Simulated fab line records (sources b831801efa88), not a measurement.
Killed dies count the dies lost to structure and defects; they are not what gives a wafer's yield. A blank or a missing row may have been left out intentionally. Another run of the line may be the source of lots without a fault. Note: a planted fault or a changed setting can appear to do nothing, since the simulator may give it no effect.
Which tool did it?	flow sky130	Sampling: 12 lots, 36 wafers, 4 of 708 route steps

== WHAT THE GAUGES SHOWED, per wafer ==
SKY_POLY_GATE_THK_MEAS_21.
lot	measured	on	POLY_GATE_OXIDATION_THK (nm)
L343	day 18 14:36	film_metro-04	4.05 4.02 4.03
L344	day 18 14:36	film_metro-02	4.10 4.11 4.12
L345	day 18 14:36	film_metro-03	3.95 4.00 4.06
L346	day 19 00:47	film_metro-04	3.91 3.95 3.98
L349	day 19 05:15	film_metro-04	4.05 4.06 4.10
L348	day 19 06:40	film_metro-04	3.97 3.94 3.94
L351	day 19 19:47	film_metro-03	3.98 3.96 3.99
L352	day 20 08:52	film_metro-02	3.93 3.98 3.91
L355	day 21 05:20	film_metro-04	3.86 3.83 3.83
L362	day 23 18:56	film_metro-02	4.16 4.21 4.10
L363	day 24 10:24	film_metro-02	4.04 4.08 4.11
L364	day 24 14:08	film_metro-03	4.09 4.15 4.18

SKY_LDD_P_CD_MEAS_07: the cd target is 380 nm.
lot	measured	on	cd_nm (nm)
L343	day 21 05:17	cd_sem-02	376.6 376.0 374.3
L344	day 21 05:19	cd_sem-01	379.9 382.7 379.6
L345	day 21 06:17	cd_sem-01	379.4 378.8 379.4
L346	day 21 15:35	cd_sem-02	382.3 380.4 381.0
L349	day 21 19:28	cd_sem-01	379.3 380.2 377.8
L348	day 21 20:46	cd_sem-02	383.4 379.2 378.9
L351	day 22 09:10	cd_sem-02	379.0 379.8 377.7
L352	day 22 22:13	cd_sem-01	380.7 382.8 381.1
L355	day 23 18:17	cd_sem-01	375.6 378.7 378.1
L362	day 26 05:59	cd_sem-02	378.9 380.1 375.5
L363	day 26 20:02	cd_sem-01	378.2 380.5 379.0
L364	day 27 00:22	cd_sem-01	377.0 378.7 380.8

SKY_LDD_HVP_TW_MEAS_10.
lot	measured	on	LDD_HVP_TW
L343	day 23 18:14	film_metro-01	450.6 451.6 449.7
L344	day 23 18:32	film_metro-01	448.7 449.5 449.3
L345	day 23 19:32	film_metro-01	446.0 446.9 450.6
L346	day 24 05:06	film_metro-03	457.3 457.3 456.6
L349	day 24 06:28	film_metro-01	448.4 450.3 450.8
L348	day 24 10:00	film_metro-02	452.8 454.7 452.5
L351	day 24 22:11	film_metro-03	459.5 455.1 455.0
L352	day 25 09:54	film_metro-02	451.9 451.7 450.7
L355	day 26 04:44	film_metro-03	454.1 454.0 453.3
L362	day 28 16:53	film_metro-01	453.5 454.4 452.5
L363	day 29 05:30	film_metro-02	477.1 476.8 478.7
L364	day 29 09:40	film_metro-01	472.7 471.2 472.9

== WHAT TOOL EACH LOT RAN ON (gives the tool, then ch and the chambers of the sampled wafers, and finally the start) ==
lot	SKY_LDD_HVP_IMPLANT_08
L343	implanter-03 ch 0, day 23 17:59
L344	implanter-04 ch 0, day 23 18:17
L345	implanter-03 ch 0, day 23 19:17
L346	implanter-03 ch 0, day 24 04:53
L349	implanter-04 ch 0, day 24 06:14
L348	implanter-03 ch 0, day 24 09:47
L351	implanter-04 ch 0, day 24 21:56
L352	implanter-04 ch 0, day 25 09:41
L355	implanter-01 ch 0, day 26 04:29
L362	implanter-04 ch 0, day 28 16:38
L363	implanter-04 ch 0, day 29 05:17
L364	implanter-04 ch 0, day 29 09:25
- SKY_LDD_HVP_IMPLANT_08

== AS READ BY THE TOOLS THEMSELVES (means over the sampled wafers that have a number; for cases with no such wafer, the mark the record gives instead) ==
SKY_LDD_HVP_IMPLANT_08.
lot	tool	beam_on_s (s)	end_station_pressure_torr (Torr)	faraday_current_uA
L343	implanter-03	9.88	4.97e-06	97.1
L344	implanter-04	9.98	5.29e-06	95.9
L345	implanter-03	9.87	5.09e-06	97.0
L346	implanter-03	10.00	5.10e-06	95.8
L349	implanter-04	9.82	4.92e-06	97.4
L348	implanter-03	9.80	5.26e-06	97.6
L351	implanter-04	9.84	5.11e-06	97.3
L352	implanter-04	10.09	5.05e-06	95.2
L355	implanter-01	9.85	4.91e-06	97.3
L362	implanter-04	9.99	5.13e-06	95.9
L363	implanter-04	11.57	8.05e-05	81.8
L364	implanter-04	11.38	8.07e-05	83.0

== THE ANSWER, worked out from the rows above alone ==
Rule: what is usual is taken from the lots themselves. Put in order of their means at a reading, lots are off if they are a third of the lots or fewer, leave a main group of 4 or more, and stand apart from it by a gap of 3 or more times the standard deviation of the main group's means; of several such gaps the widest counts. Not used: any main group whose means are identical at the precision the tables above print for the reading. A lot without any number at a reading at which 4 lots or more have one is off too. All remaining lots with rows at the step are treated as sound. The gauges are gone through in route order, then the tools' own readings, and for those a lot's mean is taken as printed above. The first step at which some lot is off is used, and at that step the reading that is off furthest; a lot without a number counts as furthest.
Off: L363, L364, seen at SKY_LDD_HVP_TW_MEAS_10 (LDD_HVP_TW). Main group: mean 452.3, sd 2.9.
A tool fits if, at a process step before that reading, it ran every lot that is off, and no sound lot after the first of them. Not tried: the gauges at SKY_LDD_HVP_TW_MEAS_10; whatever is off there is also off at SKY_LDD_HVP_IMPLANT_08, on other tools, and gauge error can't account for it. One fits: SKY_LDD_HVP_IMPLANT_08 on implanter-04. A fault onset in the window from L362 (day 28 16:38, its last sound lot) to L363 (day 29 05:17, its first lot off) fits.
The tool's own readings at SKY_LDD_HVP_IMPLANT_08 bear it out: on the lots that are off they differ by more than 5 times the standard deviation of the sound lots' means. beam_on_s reads 11.48 s there against 9.91 s on the sound lots; end_station_pressure_torr reads 8.06e-05 Torr there against 5.08e-06 Torr on the sound lots; faraday_current_uA reads 82.4 there against 96.7 on the sound lots.

== WHAT HAD BEEN PUT IN BY THE SIMULATOR ==
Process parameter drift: implanter-04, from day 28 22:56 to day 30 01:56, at SKY_LDD_HVP_IMPLANT_08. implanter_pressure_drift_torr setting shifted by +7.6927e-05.
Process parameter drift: implanter-04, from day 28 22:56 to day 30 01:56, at SKY_LDD_HVP_IMPLANT_08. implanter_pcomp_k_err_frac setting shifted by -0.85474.
Lots struck among those shown: L363, L364. Same finding as the rule above.
